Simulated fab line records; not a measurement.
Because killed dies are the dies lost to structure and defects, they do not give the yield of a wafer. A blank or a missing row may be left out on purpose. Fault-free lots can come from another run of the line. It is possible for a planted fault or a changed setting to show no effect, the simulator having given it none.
Tool commonality check -- flow sky130 -- Sampled: 14 lots, 42 wafers

THE REASON FOR OPENING IT
At SKY_LDD_HVP_TW_MEAS_10 the reading LDD_HVP_TW is flagged on 2 of 14 lots. Fault-free wafers read 454, with a standard deviation of 4.
Rule: a lot gets a flag if all its wafers with a number sit over 4 standard deviations from that mean, or if no wafer of it has a number. All remaining lots are regarded as sound.

lot,measured,on,"LDD_HVP_TW, wafer by wafer",flag
L514,day 22 10:03,film metro-03,460 458 459,
L516,day 23 14:37,film metro-01,451 449 449,
L517,day 23 15:43,film metro-01,454 450 449,
L518,day 23 23:43,film metro-03,459 460 458,
L520,day 24 16:53,film metro-01,452 452 451,
L523,day 24 23:47,film metro-03,566 566 566,FLAGGED
L524,day 25 11:06,film metro-01,445 447 445,
L526,day 26 01:01,film metro-03,457 459 458,
L525,day 26 01:31,film metro-03,572 565 567,FLAGGED
L530,day 27 10:21,film metro-03,454 455 456,
L533,day 28 07:37,film metro-04,459 455 455,
L534,day 28 22:07,film metro-01,446 447 447,
L535,day 29 07:50,film metro-04,450 450 454,
L537,day 29 15:07,film metro-03,458 456 459,
On average the flagged lots' numbers are 567, which is +113 against the usual, or +28 standard deviations.

TOOL THAT RAN EACH LOT
The record holds 1 process step before the reading, out of a route of 708 steps. Cell contents, in order: the tool; ch with the chambers the sampled wafers went through; the start.
lot,flag,SKY_LDD_HVP_IMPLANT_08
L514,,"implanter-01 ch 0, day 22 09:48"
L516,,"implanter-02 ch 0, day 23 14:23"
L517,,"implanter-01 ch 0, day 23 15:28"
L518,,"implanter-03 ch 0, day 23 23:29"
L520,,"implanter-02 ch 0, day 24 16:40"
L523,FLAGGED,"implanter-03 ch 0, day 24 23:15"
L524,,"implanter-03 ch 0, day 25 10:51"
L526,,"implanter-01 ch 0, day 26 00:47"
L525,FLAGGED,"implanter-03 ch 0, day 26 00:55"
L530,,"implanter-03 ch 0, day 27 10:06"
L533,,"implanter-01 ch 0, day 28 07:23"
L534,,"implanter-03 ch 0, day 28 21:53"
L535,,"implanter-03 ch 0, day 29 07:35"
L537,,"implanter-01 ch 0, day 29 14:53"
What the steps here do:
- SKY_LDD_HVP_IMPLANT_08
- SKY_LDD_HVP_TW_MEAS_10

FLAGGED AGAINST TOTAL, ONE TOOL AT A TIME (gauges that did the reading follow at the end)
step,tool,lots run,flagged,share of the flagged lots,sound lots run after its first flagged lot
SKY_LDD_HVP_IMPLANT_08,implanter-01,5,0,none,-
SKY_LDD_HVP_IMPLANT_08,implanter-02,2,0,none,-
SKY_LDD_HVP_IMPLANT_08,implanter-03,7,2,all,"4 (L524,L530,L534,L535)"
SKY_LDD_HVP_TW_MEAS_10,film metro-01,5,0,none,-
SKY_LDD_HVP_TW_MEAS_10,film metro-03,7,2,all,"3 (L526,L530,L537)"
SKY_LDD_HVP_TW_MEAS_10,film metro-04,2,0,none,-

WHAT THE TABLE ALLOWS
Rows of the table that ran all the flagged lots, 2 in number: implanter-03 at SKY_LDD_HVP_IMPLANT_08; film metro-03 at SKY_LDD_HVP_TW_MEAS_10.
- implanter-03 at SKY_LDD_HVP_IMPLANT_08: 2 of its 7 lots flagged. Sound lots ran on it after the first flagged one (L524, L530, L534, L535), which a lasting fault on the whole tool wouldn't allow.
- film metro-03 at SKY_LDD_HVP_TW_MEAS_10: 2 of its 7 lots flagged. Sound lots ran on it after the first flagged one (L526, L530, L537), which a lasting fault on the whole tool wouldn't allow.
None of the table's rows ran every flagged lot and, after the first, no sound lot.

WHAT HAD BEEN PUT IN BY THE SIMULATOR
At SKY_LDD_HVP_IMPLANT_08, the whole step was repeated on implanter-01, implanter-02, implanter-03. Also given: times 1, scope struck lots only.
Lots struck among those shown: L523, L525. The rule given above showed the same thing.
